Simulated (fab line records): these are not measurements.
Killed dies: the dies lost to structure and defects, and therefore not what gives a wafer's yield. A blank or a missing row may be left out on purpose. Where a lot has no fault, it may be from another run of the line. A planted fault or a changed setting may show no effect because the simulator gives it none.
Matching of chambers	flow sky130	cmp-02 running SKY_VIA3_CMP_02: 4 sister chambers
The step polishes SiO2. 8 wafers are shown with their chamber, then 10 later ones without.

== EACH WAFER AND ITS CHAMBER ==
wafer	chamber	motor current A (A)	retaining ring pressure frac
L081.1	1	11.7	1.001
L081.2	3	13.5	1.003
L086.3	2	10.8	1.007
L089.1	3	13.8	1.001
L089.5	0	9.5	1.001
L089.6	1	12.0	0.999
L090.2	0	9.7	0.998
L090.3	2	10.7	0.999

== WAFERS WHOSE CHAMBER IS MISSING ==
wafer	motor current A (A)	retaining ring pressure frac
L090.4	13.7	0.993
L091.2	14.2	1.006
L091.4	10.1	1.009
L091.6	13.8	1.001
L093.3	10.6	1.000
L093.5	14.1	1.000
L093.6	10.5	0.993
L094.3	10.2	0.998
L094.4	10.7	0.996
L094.6	10.6	0.992

== CHAMBER TAKEN BY EACH ==
wafer	from the rows above	in truth
L090.4	3	3
L091.2	3	3
L091.4	can't be placed: 0 or 2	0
L091.6	3	3
L093.3	2	2
L093.5	3	3
L093.6	2	2
L094.3	can't be placed: 0 or 2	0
L094.4	2	2
L094.6	2	2
Placed correctly: 8 of 10. Cannot be placed on the basis of these rows: 2; the candidates contain the true chamber in 2. Wrongly placed: 0.
How it was worked out, from the rows above alone: a wafer's distance from a chamber is the root of the sum, over the readings, of the square of ((its reading less the chamber's mean) divided by the reading's scatter). If the next closest chamber is less than 2 further off than the closest, the wafer can't be placed; otherwise it belongs to the closest. Each chamber's mean is taken over the wafers shown for it. The scatter: take each reading less its chamber's mean, square it, sum over the shown wafers, divide by the number of wafers less the number of chambers, and take the root.
